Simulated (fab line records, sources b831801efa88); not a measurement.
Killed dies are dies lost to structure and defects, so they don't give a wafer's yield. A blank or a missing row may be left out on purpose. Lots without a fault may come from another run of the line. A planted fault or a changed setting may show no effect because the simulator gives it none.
fab line records | flow sky130
record lots=5 wafers=15 last_day=50
route steps=708 shown METAL3@557 VIA3@573
lots that met no fault: from a run of the same line without faults
start_h: hours from the record's first day to the start of the lot's first wafer shown | wait_h: hours since the lot's step before | " the same as in the row above | L1.1+2: a row that stands for several wafers | - no value, or no start given | * or withheld: withheld | < > ~ a bound
route shown NAME@n: a module of which the file shows steps, and the number in the route of the first | usual: mean/standard deviation of fault-free wafers | same: alike in all rows | chamber/n: place in a boat | sites: the reading at each site | _std_site: their standard deviation | _edge_site: outer sites' mean less inner sites' | radius_mm: how far each site lies from the wafer's centre | mask NAME#n: copy n | behind: the tool/chamber that last shaped the wafer | hold: why the lot was held/for how many hours/how that ended | device: the transistor (n, p or np) that didn't switch | end of line: the same wafers' tests at the end of the route | a step without rows: its recipe alone | killed: dies lost to structure and defects at the first sort, not the wafer's yield | map: a wafer's dies, x killed, . not, _ none there
set.NAME: the setting as run; set.NAME@STEP: as run at that earlier step | model.NAME: the simulator's own value behind a step, which no gauge read
lots at some steps of the route; a table a step, a row a wafer
services: from which hour (start_h, from the record's first day; less than 0 if before it) a tool's chamber was out of use, for how many hours, and why
## steps
# step SKY_METAL3_COAT_07
# recipe resist=BARC temp_c=withheld time_s=withheld spin_rpm=3000 resist_thk_nm=60
# usual resist_line_temp_C=*
# columns lot.wafer tool chamber start_h wait_h resist_line_temp_C
L076.2 litho_track-03 0 910.02 0.1 *
L076.3 " 0 " " *
L076.6 " 0 " " *
L084.1 litho_track-02 0 967.53 0.1 *
L084.2 " 0 " " *
L084.3 " 0 " " *
L090.1 litho_track-02 0 1000.53 0.1 *
L090.2 " 0 " " *
L090.3 " 0 " " *
L094.1 litho_track-03 0 1031.30 0.1 *
L094.3 " 0 " " *
L094.4 " 0 " " *
L095.1 litho_track-01 0 1042.70 0.1 *
L095.4 " 0 " " *
L095.5 " 0 " " *
# step SKY_METAL3_COAT_08
# recipe resist=KrF-thick spin_rpm=3000 resist_thk_nm=1140
# usual resist_line_temp_C=23.01/0.1
# columns lot.wafer tool chamber start_h wait_h resist_line_temp_C
L076.2 litho_track-03 0 - - 23.02
L076.3 " 0 " " 22.93
L076.6 " 0 " " 23.03
L084.1 litho_track-02 0 - - 22.96
L084.2 " 0 " " 23.05
L084.3 " 0 " " 23.08
L090.1 litho_track-02 0 - - 23.10
L090.2 " 0 " " 23.02
L090.3 " 0 " " 23.14
L094.1 litho_track-03 0 - - 23.09
L094.3 " 0 " " 22.98
L094.4 " 0 " " 23.15
L095.1 litho_track-01 0 - - 22.95
L095.4 " 0 " " 22.90
L095.5 " 0 " " 22.93
# step SKY_METAL3_SOFTBAKE_09
# recipe temp_c=100 time_s=90 resist=KrF-thick
# usual resist_line_temp_C=22.98/0.12
# columns lot.wafer tool chamber start_h wait_h resist_line_temp_C
L076.2 litho_track-03 0 - - 23.09
L076.3 " 0 " " 22.89
L076.6 " 0 " " 22.93
L084.1 litho_track-02 0 - - 23.09
L084.2 " 0 " " 23.01
L084.3 " 0 " " 23.17
L090.1 litho_track-02 0 - - 22.99
L090.2 " 0 " " 22.89
L090.3 " 0 " " 22.94
L094.1 litho_track-03 0 - - 23.16
L094.3 " 0 " " 23.22
L094.4 " 0 " " 23.28
L095.1 litho_track-01 0 - - 23.04
L095.4 " 0 " " 23.13
L095.5 " 0 " " 23.22
# step SKY_METAL3_EXPOSE_10
# recipe mask_id=MM3 na=0.68 source_shape=annular sigma_inner=0.4 sigma_outer=0.8 target_cd_nm=300 dose_mj=28
# usual stage_vel_mm_s=500.02/0.24
# same sigma_inner=0.4
# columns lot.wafer tool chamber start_h wait_h mask stage_vel_mm_s
L076.2 krf_scanner-02 0 - - MM3#0 500.05
L076.3 " 0 " " MM3#0 500.14
L076.6 " 0 " " MM3#0 500.29
L084.1 krf_scanner-02 0 - - MM3#0 500.18
L084.2 " 0 " " MM3#0 500.34
L084.3 " 0 " " MM3#0 499.82
L090.1 krf_scanner-02 0 - - MM3#0 499.91
L090.2 " 0 " " MM3#0 500.11
L090.3 " 0 " " MM3#0 499.72
L094.1 krf_scanner-02 0 - - MM3#0 499.96
L094.3 " 0 " " MM3#0 499.75
L094.4 " 0 " " MM3#0 499.69
L095.1 krf_scanner-01 0 - - MM3#0 500.31
L095.4 " 0 " " MM3#0 500.26
L095.5 " 0 " " MM3#0 500.40
# step SKY_METAL3_PEB_11
# recipe peb_temp_c=withheld peb_time_s=withheld resist=KrF-thick
# usual resist_line_temp_C=*
# columns lot.wafer tool chamber start_h wait_h resist_line_temp_C
L076.2 litho_track-01 0 - - *
L076.3 " 0 " " *
L076.6 " 0 " " *
L084.1 litho_track-02 0 - - *
L084.2 " 0 " " *
L084.3 " 0 " " *
L090.1 litho_track-03 0 - - *
L090.2 " 0 " " *
L090.3 " 0 " " *
L094.1 litho_track-03 0 - - *
L094.3 " 0 " " *
L094.4 " 0 " " *
L095.1 litho_track-01 0 - - *
L095.4 " 0 " " *
L095.5 " 0 " " *
# step SKY_METAL3_DEVELOP_12
# recipe develop_time_s=60 resist=KrF-thick dev_temp_c=21
# usual resist_line_temp_C=23.02/0.1
# columns lot.wafer tool chamber start_h wait_h resist_line_temp_C
L076.2 litho_track-01 0 - - 22.98
L076.3 " 0 " " 22.86
L076.6 " 0 " " 23.07
L084.1 litho_track-02 0 - - 22.95
L084.2 " 0 " " 23.00
L084.3 " 0 " " 22.97
L090.1 litho_track-03 0 - - 22.81
L090.2 " 0 " " 23.14
L090.3 " 0 " " 22.96
L094.1 litho_track-03 0 - - 23.21
L094.3 " 0 " " 23.09
L094.4 " 0 " " 23.00
L095.1 litho_track-01 0 - - 22.81
L095.4 " 0 " " 23.02
L095.5 " 0 " " 23.02
# step SKY_METAL3_CD_MEAS_13
# recipe target_cd_nm=300
# usual cd_nm=299.8/1.5
# columns lot.wafer tool chamber start_h wait_h cd_nm
L076.2 cd_sem-01 - 922.87 - 298.3
L076.3 " - " " 299.2
L076.6 " - " " 298.5
L084.1 cd_sem-01 - 980.08 - 298.5
L084.2 " - " " 299.5
L084.3 " - " " 298.4
L090.1 cd_sem-01 - 1012.35 - 300.7
L090.2 " - " " 300.5
L090.3 " - " " 301.7
L094.1 cd_sem-01 - 1042.10 - 300.7
L094.3 " - " " 300.1
L094.4 " - " " 300.9
L095.1 cd_sem-01 - 1054.85 - 301.2
L095.4 " - " " 301.9
L095.5 " - " " 301.4
# step SKY_METAL3_OVL_MEAS_14
# usual METAL3_OVL=-3/4.2
# columns lot.wafer tool chamber start_h wait_h METAL3_OVL[nm]
L076.2 overlay-02 - 922.97 0.1 -1
L076.3 " - " " 5
L076.6 " - " " -3
L084.1 overlay-01 - 980.20 0.1 -2
L084.2 " - " " -3
L084.3 " - " " -3
L090.1 overlay-02 - 1012.47 0.1 -2
L090.2 " - " " -1
L090.3 " - " " -4
L094.1 overlay-01 - 1042.22 0.1 1
L094.3 " - " " 1
L094.4 " - " " 2
L095.1 overlay-02 - 1054.97 0.1 -6
L095.4 " - " " -8
L095.5 " - " " -9
# step SKY_METAL3_DESCUM_15
# recipe chemistry=O2 source_power_w=150 bias_power_w=0 pressure_mtorr=10 temp_c=40 time_s=8
# usual drypump_motor_current_A=5.91/0.3 oes_product_au=1.017/0.011 rf_fwd_power_W=147.1/0.64
# columns lot.wafer tool chamber start_h wait_h drypump_motor_current_A oes_product_au rf_fwd_power_W rf_hours_counter_h
L076.2 rie_metal-04 0 923.00 0.0 5.72 1.011 146.6 3
L076.3 " 1 " " 5.85 1.018 146.2 -
L076.6 " 1 " " 5.84 1.010 145.6 -
L084.1 rie_metal-03 0 980.24 0.0 5.91 1.038 146.1 18
L084.2 " 1 " " 6.41 1.021 147.0 8
L084.3 " 0 " " 5.91 1.031 146.3 -
L090.1 rie_metal-02 0 1012.50 0.0 5.98 1.012 148.5 20
L090.2 " 1 " " 5.53 0.996 147.0 23
L090.3 " 0 " " 5.97 1.018 148.6 -
L094.1 rie_metal-03 1 1042.25 0.0 6.43 1.022 147.4 11
L094.3 " 1 " " 6.44 1.020 147.8 -
L094.4 " 1 " " 6.41 1.020 147.5 -
L095.1 rie_metal-03 1 1055.00 0.0 6.41 1.015 146.8 13
L095.4 " 1 " " 6.44 1.019 147.1 -
L095.5 " 1 " " 6.42 1.019 147.3 -
# step SKY_METAL3_ETCH_16
# recipe chemistry=N2/H2 target=BARC ion_energy_ev=200 bias_w=100 pressure_mtorr=30 n2_flow_sccm=100 h2_flow_sccm=200 icp_w=500 stop_on=SiO2 time_s=88.2 target_depth_a=600
# usual drypump_motor_current_A=5.92/0.3 oes_product_au=0.625/0.0043 rf_fwd_power_W=497.0/1.6 throttle_valve_pct=13.205/0.0098
# columns lot.wafer tool chamber start_h wait_h drypump_motor_current_A oes_product_au rf_fwd_power_W rf_hours_counter_h throttle_valve_pct
L076.2 rie_metal-04 0 923.03 0.0 5.74 0.620 496.7 3 13.200
L076.3 " 1 " " 5.86 0.631 495.8 - 13.200
L076.6 " 1 " " 5.88 0.617 493.3 - 13.221
L084.1 rie_metal-03 0 980.27 0.0 5.92 0.614 494.2 18 13.208
L084.2 " 1 " " 6.46 0.625 497.2 8 13.210
L084.3 " 0 " " 5.93 0.622 492.9 - 13.227
L090.1 rie_metal-02 0 1012.53 0.0 5.97 0.626 498.4 20 13.209
L090.2 " 1 " " 5.57 0.629 498.9 23 13.191
L090.3 " 0 " " 5.97 0.625 498.3 - 13.201
L094.1 rie_metal-03 1 1042.32 0.1 6.48 0.619 498.5 11 13.208
L094.3 " 1 " " 6.45 0.624 498.5 - 13.204
L094.4 " 1 " " 6.46 0.625 498.4 - 13.205
L095.1 rie_metal-03 1 1055.09 0.1 6.43 0.621 497.2 13 13.198
L095.4 " 1 " " 6.41 0.629 494.3 - 13.202
L095.5 " 1 " " 6.43 0.620 495.5 - 13.194
# step SKY_METAL3_ETCH_17
# recipe target=SiO2 stop_on=TiN chemistry=C4F8/O2/Ar source_w=1500 bias_w=1200 pressure_mtorr=40 c4f8_flow_sccm=withheld O2_flow_sccm=6 Ar_flow_sccm=300 time_s=3.9 target_depth_a=150
# usual oes_product_au=0.754/0.0079 rf_fwd_power_W=1471/7
# columns lot.wafer tool chamber start_h wait_h oes_product_au rf_fwd_power_W
L076.2 rie_diel-01 2 923.13 0.1 0.758 1471
L076.3 " 3 " " 0.738 1473
L076.6 " 1 " " 0.755 1477
L084.1 rie_diel-01 0 980.37 0.1 0.753 1463
L084.2 " 3 " " 0.750 1466
L084.3 " 2 " " 0.742 1475
L090.1 rie_diel-02 1 1012.63 0.1 0.752 1474
L090.2 " 0 " " 0.750 1468
L090.3 " 3 " " 0.748 1482
L094.1 rie_diel-01 0 1042.51 0.2 0.755 1459
L094.3 " 1 " " 0.747 1478
L094.4 " 3 " " 0.770 1465
L095.1 rie_diel-04 1 1055.35 0.2 0.744 1476
L095.4 " 3 " " 0.759 1475
L095.5 " 1 " " 0.749 1483
# step SKY_METAL3_METAL_ETCH_18
# recipe target_depth_a=8450 stop_on=SiO2 over_etch_frac=0.3 time_s=183.1 chemistry=Cl2/BCl3 resist_sidewall_deg=88 pressure_mtorr=10 icp_w=900 bias_w=48.5 Cl2_flow_sccm=60 bcl3_flow_sccm=30
# usual drypump_motor_current_A=5.91/0.25 oes_product_au=0.867/0.0074 rf_fwd_power_W=896.2/2.7 throttle_valve_pct=22.264/0.01
# columns lot.wafer tool chamber start_h wait_h drypump_motor_current_A oes_product_au rf_fwd_power_W rf_hours_counter_h throttle_valve_pct
L076.2 rie_metal-02 1 923.15 0.0 5.56 0.863 896.0 18 22.255
L076.3 " 0 " " 5.96 0.865 894.4 - 22.293
L076.6 " 1 " " 5.55 0.866 890.5 - 22.258
L084.1 rie_metal-04 0 980.39 0.0 5.72 0.876 899.0 5 22.287
L084.2 " 1 " " 5.86 0.878 896.3 11 22.263
L084.3 " 1 " " 5.83 0.878 897.3 - 22.259
L090.1 rie_metal-03 0 1012.65 0.0 5.93 0.871 893.1 20 22.255
L090.2 " 1 " " 6.44 0.864 896.4 10 22.249
L090.3 " 0 " " 5.93 0.860 892.8 - 22.247
L094.1 rie_metal-02 1 1042.53 0.0 5.54 0.871 893.4 24 22.266
L094.3 " 1 " " 5.53 0.865 897.8 - 22.273
L094.4 " 0 " " 5.99 0.861 899.0 - 22.258
L095.1 rie_metal-02 0 1055.37 0.0 5.98 0.862 894.4 22 22.252
L095.4 " 0 " " 6.00 0.880 896.7 - 22.251
L095.5 " 0 " " 5.99 0.873 904.0 - 22.268
# step SKY_METAL3_STRIP_19
# recipe chemistry=O2/N2 power_w=1400 pressure_mtorr=1500 platen_temp_c=withheld o2_flow_sccm=3000 n2_flow_sccm=300 overash_fraction=0.5
# usual drypump_motor_current_A=5.7/0.47 oes_product_au=0.495/0.0055 strip_time_to_endpoint_s=6.36/0.09
# same overash_fraction=0.5
# columns lot.wafer tool chamber start_h wait_h drypump_motor_current_A oes_product_au rf_hours_counter_h strip_time_to_endpoint_s
L076.2 plasma_asher-04 1 923.33 0.1 6.1 0.501 20 6.53
L076.3 " 0 " " 4.8 0.487 - 6.22
L076.6 " 0 " " 4.8 0.491 - 6.45
L084.1 plasma_asher-03 0 980.56 0.1 6.1 0.497 121 6.50
L084.2 " 1 " " 6.0 0.497 121 6.27
L084.3 " 0 " " 6.1 0.491 - 6.30
L090.1 plasma_asher-01 1 1012.83 0.1 5.4 0.491 83 6.25
L090.2 " 0 " " 6.0 0.493 83 6.36
L090.3 " 1 " " 5.4 0.493 - 6.32
L094.1 plasma_asher-04 0 1042.77 0.2 4.8 0.501 32 6.47
L094.3 " 0 " " 4.8 0.499 - 6.46
L094.4 " 1 " " 6.1 0.493 - 6.34
L095.1 plasma_asher-04 0 1055.72 0.3 4.8 0.487 33 6.39
L095.4 " 1 " " 6.1 0.492 - 6.30
L095.5 " 0 " " 4.8 0.490 - 6.30
# step SKY_METAL3_STRIP_20
# recipe chemistry=post_etch_residue_remover time_s=1200 temp_c=72.5
# columns lot.wafer tool chamber start_h wait_h
L076.2+3+6 wet_bench-04 2 923.43 0.1
L084.1+2+3 wet_bench-01 1 980.66 0.1
L090.1+2+3 wet_bench-01 1 1012.93 0.1
L094.1+3+4 wet_bench-01 0 1042.87 0.1
L095.1+4+5 wet_bench-04 3 1055.82 0.1
# step SKY_METAL3_CLEAN_21
# recipe chemistry=IPA time_s=180 temp_c=25
# columns lot.wafer tool chamber start_h wait_h
L076.2+3+6 wet_bench-02 0 923.77 0.0
L084.1+2+3 wet_bench-01 1 981.35 0.0
L090.1+2+3 wet_bench-04 2 1013.30 0.0
L094.1+3+4 wet_bench-02 1 1043.28 0.0
L095.1+4+5 wet_bench-01 1 1056.17 0.0
# step SKY_METAL3_CLEAN_22
# recipe chemistry=O3/DIW dry=n2_spin
# columns lot.wafer tool chamber start_h wait_h
L076.2+3+6 wet_bench-01 1 923.84 0.0
L084.1+2+3 wet_bench-02 3 981.46 0.0
L090.1+2+3 wet_bench-02 0 1013.36 0.0
L094.1+3+4 wet_bench-04 1 1043.33 0.0
L095.1+4+5 wet_bench-02 1 1056.24 0.0
# step SKY_VIA3_HDPCVD_00
# recipe material=SiO2 target_thk_nm=1635 sigma_open_frac=0.3 time_s=272.5 temp_c=400 sih4_flow_sccm=60 pressure_mtorr=6
# columns lot.wafer tool chamber start_h wait_h
L076.2+3+6 hdpcvd-02 0,1,0 924.04 0.0
L084.1+2+3 hdpcvd-02 2,1,0 981.56 0.0
L090.1+2+3 hdpcvd-02 0,2,1 1013.45 0.0
L094.1+3+4 hdpcvd-02 1,2,1 1043.43 0.0
L095.1+4+5 hdpcvd-02 0,2,1 1056.33 0.0
# step SKY_VIA3_THK_MEAS_01
# recipe reads=SiO2_of_VIA3_HDPCVD_00
# usual VIA3_HDPCVD_THK=1641/21
# columns lot.wafer tool chamber start_h wait_h VIA3_HDPCVD_THK[nm]
L076.2 film_metro-01 - 924.22 0.1 1637
L076.3 " - " " 1618
L076.6 " - " " 1613
L084.1 film_metro-04 - 981.72 0.1 1619
L084.2 " - " " 1624
L084.3 " - " " 1641
L090.1 film_metro-01 - 1013.62 0.1 1650
L090.2 " - " " 1630
L090.3 " - " " 1616
L094.1 film_metro-02 - 1043.59 0.1 1607
L094.3 " - " " 1618
L094.4 " - " " 1607
L095.1 film_metro-02 - 1056.50 0.1 1639
L095.4 " - " " 1616
L095.5 " - " " 1634
# step SKY_VIA3_CMP_02
# recipe material=SiO2 down_force_psi=4 platen_rpm=60 pad_velocity_m_s=0.94248
# usual motor_current_A=12.3/1.2 platen_rpm=60.00/0.045 slurry_flow_ml_min=150.0/0.54
# columns lot.wafer tool chamber start_h wait_h motor_current_A platen_rpm slurry_flow_ml_min
L076.3 cmp-01 1 924.27 0.0 12.0 60.04 149.6
L076.2 " 2 " " 13.1 60.03 151.2
L076.6 " 1 " " 12.6 60.02 150.2
L084.3 cmp-01 1 981.78 0.0 11.9 60.01 150.6
L084.2 " 3 " " 14.2 60.08 150.0
L084.1 " 0 " " 9.9 60.04 150.5
L090.1 cmp-02 1 1013.68 0.1 12.8 60.04 150.0
L090.2 " 2 " " 13.0 60.06 150.6
L090.3 " 0 " " 10.5 60.05 150.1
L094.4 cmp-01 1 1043.65 0.0 11.4 59.97 149.6
L094.1 " 2 " " 13.0 59.99 150.1
L094.3 " 3 " " 13.8 60.03 149.8
L095.4 cmp-01 0 1056.65 0.1 10.9 59.99 150.4
L095.1 " 1 " " 12.1 60.05 150.5
L095.5 " 0 " " 11.4 60.01 151.8
# step SKY_VIA3_BOW_MEAS_03
# recipe mode=bow
# usual VIA3_BOW=80/7.7
# columns lot.wafer tool chamber start_h wait_h VIA3_BOW[um]
L076.2 film_metro-02 - 924.59 0.2 90
L076.3 " - " " 82
L076.6 " - " " 79
L084.1 film_metro-04 - 982.08 0.1 82
L084.2 " - " " 91
L084.3 " - " " 71
L090.1 film_metro-04 - 1013.98 0.2 85
L090.2 " - " " 75
L090.3 " - " " 62
L094.1 film_metro-04 - 1043.95 0.2 86
L094.3 " - " " 80
L094.4 " - " " 89
L095.1 film_metro-04 - 1056.90 0.1 68
L095.4 " - " " 71
L095.5 " - " " 82
# step SKY_VIA3_DEHYDRATE_04
# recipe temp_c=200 time_s=60
# usual resist_line_temp_C=23.00/0.12
# columns lot.wafer tool chamber start_h wait_h resist_line_temp_C
L076.2 litho_track-02 0 936.66 12.0 23.05
L076.3 " 0 " " 23.29
L076.6 " 0 " " 22.97
L084.1 litho_track-02 0 993.23 11.1 22.89
L084.2 " 0 " " 22.80
L084.3 " 0 " " 22.69
L090.1 litho_track-02 0 1024.58 10.6 22.91
L090.2 " 0 " " 22.85
L090.3 " 0 " " 22.96
L094.1 litho_track-02 0 1054.98 11.0 23.03
L094.3 " 0 " " 23.05
L094.4 " 0 " " 23.11
L095.1 litho_track-04 0 1066.75 9.8 23.05
L095.4 " 0 " " 23.01
L095.5 " 0 " " 23.05
# step SKY_VIA3_HMDS_05
# recipe prime_time_s=60 prime_temp_c=120
# usual resist_line_temp_C=23.00/0.092
# columns lot.wafer tool chamber start_h wait_h resist_line_temp_C
L076.2 litho_track-02 0 936.81 0.1 23.20
L076.3 " 0 " " 22.97
L076.6 " 0 " " 23.11
L084.1 litho_track-02 0 993.38 0.1 23.14
L084.2 " 0 " " 23.02
L084.3 " 0 " " 23.07
L090.1 litho_track-02 0 1024.73 0.1 22.90
L090.2 " 0 " " 22.92
L090.3 " 0 " " 22.91
L094.1 litho_track-02 0 1055.13 0.1 22.97
L094.3 " 0 " " 22.97
L094.4 " 0 " " 23.11
L095.1 litho_track-04 0 1066.90 0.1 23.04
L095.4 " 0 " " 23.05
L095.5 " 0 " " 23.10
# step SKY_VIA3_COAT_06
# recipe resist=BARC temp_c=withheld time_s=withheld spin_rpm=3000 resist_thk_nm=60
# usual resist_line_temp_C=*
# columns lot.wafer tool chamber start_h wait_h resist_line_temp_C
L076.2 litho_track-02 0 936.96 0.1 *
L076.3 " 0 " " *
L076.6 " 0 " " *
L084.1 litho_track-02 0 993.53 0.1 *
L084.2 " 0 " " *
L084.3 " 0 " " *
L090.1 litho_track-02 0 1024.88 0.1 *
L090.2 " 0 " " *
L090.3 " 0 " " *
L094.1 litho_track-02 0 1055.28 0.1 *
L094.3 " 0 " " *
L094.4 " 0 " " *
L095.1 litho_track-04 0 1067.05 0.1 *
L095.4 " 0 " " *
L095.5 " 0 " " *
# step SKY_VIA3_COAT_07
# recipe resist=KrF-thick spin_rpm=3000 resist_thk_nm=450
# usual resist_line_temp_C=23.00/0.11
# columns lot.wafer tool chamber start_h wait_h resist_line_temp_C
L076.2 litho_track-02 0 - - 23.05
L076.3 " 0 " " 23.04
L076.6 " 0 " " 23.00
L084.1 litho_track-02 0 - - 23.06
L084.2 " 0 " " 23.10
L084.3 " 0 " " 23.08
L090.1 litho_track-02 0 - - 22.91
L090.2 " 0 " " 22.83
L090.3 " 0 " " 22.95
L094.1 litho_track-02 0 - - 23.11
L094.3 " 0 " " 22.90
L094.4 " 0 " " 23.10
L095.1 litho_track-04 0 - - 22.99
L095.4 " 0 " " 22.88
L095.5 " 0 " " 23.12
# step SKY_VIA3_SOFTBAKE_08
# recipe temp_c=100 time_s=90 resist=KrF-thick
# usual resist_line_temp_C=23.00/0.12
# columns lot.wafer tool chamber start_h wait_h resist_line_temp_C
L076.2 litho_track-02 0 - - 22.94
L076.3 " 0 " " 22.96
L076.6 " 0 " " 23.06
L084.1 litho_track-02 0 - - 23.19
L084.2 " 0 " " 23.17
L084.3 " 0 " " 23.14
L090.1 litho_track-02 0 - - 22.81
L090.2 " 0 " " 23.19
L090.3 " 0 " " 23.13
L094.1 litho_track-02 0 - - 22.85
L094.3 " 0 " " 23.11
L094.4 " 0 " " 23.03
L095.1 litho_track-04 0 - - 22.99
L095.4 " 0 " " 22.92
L095.5 " 0 " " 23.08
# step SKY_VIA3_EXPOSE_09
# recipe mask_id=VIM3 na=0.8 source_shape=annular sigma_inner=0.55 sigma_outer=0.85 target_cd_nm=200 dose_mj=38
# usual stage_vel_mm_s=499.99/0.26
# same sigma_inner=0.55
# columns lot.wafer tool chamber start_h wait_h mask stage_vel_mm_s
L076.2 krf_scanner-02 0 - - VIM3#0 499.78
L076.3 " 0 " " VIM3#0 500.07
L076.6 " 0 " " VIM3#0 500.12
L084.1 krf_scanner-01 0 - - VIM3#0 499.81
L084.2 " 0 " " VIM3#0 500.19
L084.3 " 0 " " VIM3#0 499.87
L090.1 krf_scanner-02 0 - - VIM3#0 499.98
L090.2 " 0 " " VIM3#0 500.23
L090.3 " 0 " " VIM3#0 499.80
L094.1 krf_scanner-02 0 - - VIM3#0 500.32
L094.3 " 0 " " VIM3#0 500.52
L094.4 " 0 " " VIM3#0 500.20
L095.1 krf_scanner-02 0 - - VIM3#0 500.44
L095.4 " 0 " " VIM3#0 499.96
L095.5 " 0 " " VIM3#0 500.27
# step SKY_VIA3_PEB_10
# recipe peb_temp_c=withheld peb_time_s=withheld resist=KrF-thick
# usual resist_line_temp_C=*
# columns lot.wafer tool chamber start_h wait_h resist_line_temp_C
L076.2 litho_track-02 0 - - *
L076.3 " 0 " " *
L076.6 " 0 " " *
L084.1 litho_track-04 0 - - *
L084.2 " 0 " " *
L084.3 " 0 " " *
L090.1 litho_track-03 0 - - *
L090.2 " 0 " " *
L090.3 " 0 " " *
L094.1 litho_track-03 0 - - *
L094.3 " 0 " " *
L094.4 " 0 " " *
L095.1 litho_track-03 0 - - *
L095.4 " 0 " " *
L095.5 " 0 " " *
# step SKY_VIA3_DEVELOP_11
# recipe develop_time_s=60 resist=KrF-thick dev_temp_c=21
# usual resist_line_temp_C=23.02/0.13
# columns lot.wafer tool chamber start_h wait_h resist_line_temp_C
L076.2 litho_track-02 0 - - 22.92
L076.3 " 0 " " 22.94
L076.6 " 0 " " 23.10
L084.1 litho_track-04 0 - - 23.17
L084.2 " 0 " " 23.36
L084.3 " 0 " " 23.13
L090.1 litho_track-03 0 - - 22.87
L090.2 " 0 " " 23.00
L090.3 " 0 " " 23.05
L094.1 litho_track-03 0 - - 22.88
L094.3 " 0 " " 23.04
L094.4 " 0 " " 22.93
L095.1 litho_track-03 0 - - 23.16
L095.4 " 0 " " 23.10
L095.5 " 0 " " 23.16
# step SKY_VIA3_CD_MEAS_12
# recipe target_cd_nm=200
# usual cd_nm=199.7/1.2
# columns lot.wafer tool chamber start_h wait_h cd_nm
L076.2 cd_sem-01 - 949.55 - 201.9
L076.3 " - " " 200.0
L076.6 " - " " 202.2
L084.1 cd_sem-01 - 1005.85 - 200.3
L084.2 " - " " 199.2
L084.3 " - " " 200.3
L090.1 cd_sem-01 - 1037.05 - 198.4
L090.2 " - " " 198.7
L090.3 " - " " 198.9
L094.1 cd_sem-01 - 1065.55 - 202.2
L094.3 " - " " 201.0
L094.4 " - " " 201.1
L095.1 cd_sem-02 - 1078.30 - 199.4
L095.4 " - " " 199.6
L095.5 " - " " 198.1
# step SKY_VIA3_OVL_MEAS_13
# usual VIA3_OVL=-1/6
# columns lot.wafer tool chamber start_h wait_h VIA3_OVL[nm]
L076.2 overlay-02 - 949.66 0.1 1
L076.3 " - " " 2
L076.6 " - " " -4
L084.1 overlay-02 - 1005.97 0.1 -11
L084.2 " - " " -4
L084.3 " - " " -8
L090.1 overlay-02 - 1037.17 0.1 9
L090.2 " - " " 4
L090.3 " - " " -5
L094.1 overlay-01 - 1065.67 0.1 4
L094.3 " - " " -2
L094.4 " - " " 0
L095.1 overlay-01 - 1078.42 0.1 -9
L095.4 " - " " -12
L095.5 " - " " -17
# step SKY_VIA3_ETCH_14
# recipe chemistry=N2/H2 target=BARC ion_energy_ev=200 source_w=500 bias_w=100 pressure_mtorr=30 n2_flow_sccm=100 h2_flow_sccm=200 stop_on=SiO2 time_s=45.9 target_depth_a=600
# usual drypump_motor_current_A=5.6/0.52 oes_product_au=0.854/0.0047 rf_fwd_power_W=494.9/2.2 throttle_valve_pct=13.225/0.0089
# columns lot.wafer tool chamber start_h wait_h drypump_motor_current_A oes_product_au rf_fwd_power_W rf_hours_counter_h throttle_valve_pct
L076.2 rie_diel-03 2 949.69 0.0 6.6 0.857 493.3 18 13.217
L076.3 " 3 " " 6.2 0.861 495.5 11 13.224
L076.6 " 1 " " 5.5 0.857 495.0 - 13.232
L084.1 rie_diel-02 0 1006.00 0.0 5.9 0.845 492.1 22 13.229
L084.2 " 3 " " 5.1 0.847 497.7 23 13.229
L084.3 " 2 " " 5.8 0.846 493.1 16 13.214
L090.1 rie_diel-03 2 1037.20 0.0 6.5 0.858 497.2 20 13.217
L090.2 " 0 " " 5.0 0.860 490.9 29 13.231
L090.3 " 1 " " 5.4 0.859 494.8 20 13.225
L094.1 rie_diel-01 3 1065.70 0.0 5.4 0.857 495.0 14 13.223
L094.3 " 1 " " 4.8 0.851 494.0 14 13.225
L094.4 " 2 " " 5.8 0.847 495.2 21 13.223
L095.1 rie_diel-01 2 1078.45 0.0 5.8 0.859 497.5 21 13.213
L095.4 " 2 " " 5.8 0.851 496.7 - 13.235
L095.5 " 1 " " 4.8 0.857 495.8 - 13.229
# step SKY_VIA3_ETCH_15
# recipe target=SiO2 chemistry=C4F8/O2/Ar target_depth_nm=507 stop_on=TiN mask_material=KrF-thick source_w=1500 bias_w=1200 pressure_mtorr=40 c4f8_flow_sccm=withheld O2_flow_sccm=6 Ar_flow_sccm=300 time_s=78
# usual oes_product_au=0.946/0.0045 rf_fwd_power_W=1488/5.6
# columns lot.wafer tool chamber start_h wait_h oes_product_au rf_fwd_power_W rf_hours_counter_h
L076.2 rie_diel-03 2 949.73 0.0 0.951 1487 18
L076.3 " 3 " " 0.949 1492 11
L076.6 " 1 " " 0.944 1482 -
L084.1 rie_diel-02 0 1006.04 0.0 0.943 1486 22
L084.2 " 3 " " 0.945 1495 23
L084.3 " 2 " " 0.939 1489 16
L090.1 rie_diel-03 2 1037.25 0.0 0.957 1489 20
L090.2 " 0 " " 0.948 1489 29
L090.3 " 1 " " 0.948 1490 20
L094.1 rie_diel-01 3 1065.75 0.0 0.955 1494 14
L094.3 " 1 " " 0.946 1485 14
L094.4 " 2 " " 0.949 1488 21
L095.1 rie_diel-01 2 1078.50 0.0 0.941 1496 21
L095.4 " 2 " " 0.942 1491 -
L095.5 " 1 " " 0.949 1492 -
## services
# columns tool chamber start_h hours kind
rie_diel-03 1 902.04 4.2 repair
rie_metal-02 0 907.79 10.5 repair
cmp-01 - 916.53 4.3 repair
hdpcvd-02 2 948.84 15.1 repair
hdpcvd-02 - 950.33 15.0 pm
rie_metal-03 - 953.22 0.9 repair
cmp-01 - 956.73 0.9 repair
rie_diel-01 1 966.93 3.0 repair
krf_scanner-02 - 971.77 0.8 pm
cmp-01 - 975.58 2.5 repair
rie_diel-01 1 976.97 4.0 repair
krf_scanner-02 - 980.66 1.3 pm
rie_diel-03 1 991.66 4.9 repair
krf_scanner-02 - 993.79 3.6 pm
krf_scanner-02 - 1012.43 1.0 pm
cmp-01 - 1012.97 3.0 repair
rie_diel-01 0 1019.21 10.6 repair
rie_diel-01 2 1027.54 3.2 repair
cmp-01 - 1033.90 1.7 repair
krf_scanner-02 - 1035.01 4.0 pm
krf_scanner-02 - 1040.19 3.2 repair
rie_diel-03 0 1052.87 6.0 repair
rie_metal-02 - 1068.22 0.7 repair
hdpcvd-02 - 1073.25 1.4 repair
## key
fault none
